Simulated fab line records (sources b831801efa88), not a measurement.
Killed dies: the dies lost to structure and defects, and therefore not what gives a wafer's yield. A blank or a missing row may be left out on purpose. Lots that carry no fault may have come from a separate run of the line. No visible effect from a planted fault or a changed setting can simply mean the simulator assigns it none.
Problem report in the 8D (eight disciplines) form, filled by code    flow sky130    the parts of the form that need people (team, actions taken, sign-off) are left out

1. PROBLEM STATEMENT
cathodeDcPowerW at SKY_METAL3_SPUTTER_04 reads a mean of 5557.5 W on 9 wafers of 3 lots; wafers without a fault read 6500.1 W with a standard deviation of 1.2. That is -99 or more standard deviations from the usual mean.
The step: material TiN, target thk 70 nm, time 58.3 s.
First observed at day 38 01:09: wafer L137.4, on pvdSputter-04. The record holds 21 wafers of 7 lots with a number at this step. Rule for "out", or "out of limits": more than 4 standard deviations from the usual mean. Any other wafer with a number is counted as sound.

2. WHAT IT IS AND WHAT IT IS NOT
question                     is                      is not
which readings at this step  cathodeDcPowerW         -
which lots                   L137, L138, L139        L147, L150, L151, L155
which wafers of those lots   all that have a number  -
read on which tools          pvdSputter-04           pvdSputter-01, pvdSputter-03
when                         from day 38 01:09       up to then (0 sound wafers); but 12 sound wafers of L147, L150, L151, L155 came after

3. THE SUSPECTS, EACH WITH WHAT RULES IT OUT
Counting: a tool stays on the suspect list if, at a process step up to the reading, it processed all lots that are out and no sound lot following the first of them.
- pvdSputter-04 at SKY_METAL3_SPUTTER_00 (material Ti, target thk 15 nm, time 10 s): ruled out as a lasting fault. The sound lots L150 went through it after L137, its earliest lot that is out (day 38 01:02).
- pvdSputter-04 at SKY_METAL3_SPUTTER_01 (material TiN, target thk 20 nm, time 16.7 s): ruled out as a lasting fault. The sound lots L150 went through it after L137, its earliest lot that is out (day 38 01:04).
- pvdSputter-04 at SKY_METAL3_SPUTTER_03 (material Ti, target thk 5 nm, time 3.3 s): ruled out as a lasting fault. The sound lots L150 went through it after L137, its earliest lot that is out (day 38 01:08).
- pvdSputter-04 at SKY_METAL3_SPUTTER_04 (material TiN, target thk 70 nm, time 58.3 s): ruled out as a lasting fault. The sound lots L150 went through it after L137, its earliest lot that is out (day 38 01:09).
Left after counting: nothing in the record.

4. THE CAUSE (what the simulator had put in)
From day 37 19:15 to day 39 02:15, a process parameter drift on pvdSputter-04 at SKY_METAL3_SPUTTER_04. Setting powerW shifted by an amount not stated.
Counting ruled it out, wrongly.

5. THE EFFECT CHAIN, in route order
Each row: a reading where the mean over the struck wafers with a number is more than 3 standard deviations away from the usual. Readings are gone through only where the record gives a usual standard deviation; hours: the median, over the lots, of the time from a lot's start at the first step in this table giving one to that lot's start at this step; sigmas: the change measured in usual standard deviations.
hours  step                   reading          usual     on struck wafers  change  sigmas
0      SKY_METAL3_SPUTTER_04  cathodeDcPowerW  6500.1 W  5557.5            -942.6  -99 or more
Here are the process steps it includes:
- SKY_METAL3_SPUTTER_04: material TiN, target thk 70 nm, time 58.3 s.

6. HOW IT WOULD HAVE BEEN CAUGHT EARLIER
6 hours passed between the start of the fault at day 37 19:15 and the first reading out of limits in this record, taken at day 38 01:09.
